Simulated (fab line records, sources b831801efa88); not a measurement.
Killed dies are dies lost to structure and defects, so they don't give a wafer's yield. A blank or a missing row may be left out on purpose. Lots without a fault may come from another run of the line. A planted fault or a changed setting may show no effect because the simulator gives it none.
Which tool did it? | flow sky130 | 6 lots, 18 wafers sampled, at 3 steps of a route of 708

WHAT THE GAUGES READ, wafer by wafer
SKY_GATE_OXIDE_THK_MEAS_02.
lot  | measured     | on            | GATE_OXIDE_OXIDATION_00_THK (nm)
L465 | day 13 16:41 | film_metro-01 | 10.26 10.08 10.01
L469 | day 18 01:27 | film_metro-01 | 10.27 10.39 10.42
L471 | day 18 00:42 | film_metro-03 | 10.11 10.36 10.16
L476 | day 18 09:23 | film_metro-01 | 10.13 9.82 10.06
L480 | day 18 22:48 | film_metro-01 | 6.03 6.21 6.08 6.07 6.17 6.00
L482 | day 19 05:07 | film_metro-03 | 10.23 9.88 10.11

WHICH TOOL RAN EACH LOT (tool, then ch and the chambers of the sampled wafers, then the start)
lot  | SKY_VT_ADJUST_LVTN_STRIP_20          | SKY_GATE_OXIDE_OXIDATION_01
L465 | plasma_asher-04 ch 0,1, day 8 12:51  | furnace-02 ch 0, day 13 15:16
L469 | plasma_asher-04 ch 0,1, day 9 16:08  | furnace-01 ch 0, day 18 00:02
L471 | plasma_asher-04 ch 0,1, day 10 04:12 | furnace-02 ch 0, day 17 23:17
L476 | plasma_asher-02 ch 0,1, day 11 17:53 | furnace-02 ch 0, day 18 07:57
L480 | plasma_asher-02 ch 0,1, day 13 01:05 | furnace-01 ch 0, day 18 21:23
L482 | plasma_asher-04 ch 0,1, day 13 08:15 | furnace-02 ch 0, day 19 03:43
- SKY_VT_ADJUST_LVTN_STRIP_20: strips in O2/N2.
- SKY_GATE_OXIDE_OXIDATION_01: stabilise 600 s, purge 300 s, target thk 10.268 nm.

THE ANSWER, worked out from the rows above alone
Rule: what is usual is taken from the lots themselves. Put in order of their means at a reading, lots are off if they are a third of the lots or fewer, leave a main group of 4 or more, and stand apart from it by a gap of 3 or more times the standard deviation of the main group's means; of several such gaps the widest counts. A main group whose means are all the same, to the digits that the tables above print for the reading, isn't used. A lot without any number at a reading at which 4 lots or more have one is off too. The other lots that the step has rows for count as sound.
Off: L480, at SKY_GATE_OXIDE_THK_MEAS_02 (GATE_OXIDE_OXIDATION_00_THK). The main group: mean 10.15 nm, standard deviation 0.12.
A tool fits if, at a process step before that reading, it ran every lot that is off, and no sound lot after the first of them. The gauges at SKY_GATE_OXIDE_THK_MEAS_02 are tried like those tools. Can't be told from this: 3 tools fit, plasma_asher-02 at SKY_VT_ADJUST_LVTN_STRIP_20, furnace-01 at SKY_GATE_OXIDE_OXIDATION_01, film_metro-01 at SKY_GATE_OXIDE_THK_MEAS_02.

WHAT THE SIMULATOR HAD PUT IN
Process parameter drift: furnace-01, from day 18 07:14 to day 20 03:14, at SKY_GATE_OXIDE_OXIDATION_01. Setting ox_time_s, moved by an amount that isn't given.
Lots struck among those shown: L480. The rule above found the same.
